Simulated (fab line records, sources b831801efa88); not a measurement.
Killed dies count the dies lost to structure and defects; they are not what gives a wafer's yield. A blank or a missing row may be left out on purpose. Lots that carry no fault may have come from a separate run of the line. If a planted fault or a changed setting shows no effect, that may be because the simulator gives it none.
Struck lot and sound lot, side by side    flow sky130    15 steps out of a route of 708
Sound: the wafers L223.2, L223.4, L223.6. Struck: wafer L233.6. (L233.2, L233.3 of the same lot were not struck and are left out.) The cause comes at the end.
Each step with rows lists, per side, the tool, then ch with its chambers, then its first start. Under that, the readings that differ: sound wafers    struck wafers    difference of the means    sigmas: that difference in standard deviations of wafers without a fault.
alike: same words and numbers on both sides, and readings whose means sit less than 2 such deviations apart. not compared: any withheld reading, any reading some wafer has no value for, any bound like >300 that may hide the same value, and any number with overlapping values for which the record gives no deviation.
A row with sigmas, a row that says differs or no value, or rows on one side alone: a step with any of these is where the two part. Numbers that have no deviation but don't overlap get no sigmas and don't part them. A reading missing from all wafers of one side parts the sides only when that side holds two or more wafers.

SKY_METAL4_METAL_ETCH_18: etches the open film in Cl2/BCl3, stops on SiO2, target depth 845 nm, time 183.1 s.
  sound on rie_metal-01 ch 1, day 42 06:02; struck on rie_metal-01 ch 1, day 45 08:23
  alike: drypump_motor_current_A, mfc_cl2_sccm, oes_product_au, rf_fwd_power_W, throttle_valve_pct
  not compared: rf_hours_counter_h
SKY_METAL4_STRIP_19: strips in O2/N2.
  sound on plasma_asher-04 ch 0,1, day 42 06:13; struck on plasma_asher-02 ch 1, day 45 08:34
  alike: drypump_motor_current_A, o2_flow_sccm, oes_product_au, strip_time_to_endpoint_s
  not compared: rf_hours_counter_h
then, 4 steps without rows for these wafers: SKY_METAL4_STRIP_20 (strips in post etch residue remover, time 1200 s); SKY_METAL4_CLEAN_21 (cleans in IPA, time 180 s); SKY_METAL4_CLEAN_22 (cleans in O3/DIW); SKY_VIA4_HDPCVD_00 (deposits SiO2, target thk 1750 nm, time 291.7 s).
SKY_VIA4_THK_MEAS_01:
  struck on film_metro-01, day 45 09:20; sound on film_metro-04, day 42 07:04
  alike: VIA4_HDPCVD_THK
SKY_VIA4_CMP_02: polishes SiO2.
  sound on cmp-01 ch 0,3, day 42 07:42; struck on cmp-01 ch 1, day 45 09:23
  alike: motor_current_A
SKY_VIA4_BOW_MEAS_03:
  struck on film_metro-04, day 45 09:43; sound on film_metro-01, day 42 08:01
  alike: VIA4_BOW
then, 3 steps without rows for these wafers: SKY_VIA4_DEHYDRATE_04 (time 60 s); SKY_VIA4_HMDS_05 (prime time 60 s); SKY_VIA4_COAT_06 (resist thk 1140 nm).
SKY_VIA4_SOFTBAKE_07: time 60 s.
  sound on litho_track-04 ch 0, day 42 19:29; struck on litho_track-03 ch 0, day 45 19:56
reading           sound              struck  difference  sigmas
run_length_s (s)  89.28 89.14 89.23  106.75  +17.53      +99 or more
  alike: heater_power_total_W
then, 1 step without rows for these wafers: SKY_VIA4_EXPOSE_08 (exposes mask VIM4, target cd 800 nm).
SKY_PAD_OPEN_PROBE_99:
  the record holds rows for the sound wafers here (prober-02, day 46 06:05) but none for the struck ones

== WHERE THEY PART ==
At SKY_VIA4_SOFTBAKE_07 first; at SKY_PAD_OPEN_PROBE_99 last (within this record only).

WHY: what had been put in by the simulator
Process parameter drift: litho_track-03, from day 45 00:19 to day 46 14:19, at SKY_VIA4_SOFTBAKE_07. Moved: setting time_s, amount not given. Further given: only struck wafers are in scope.
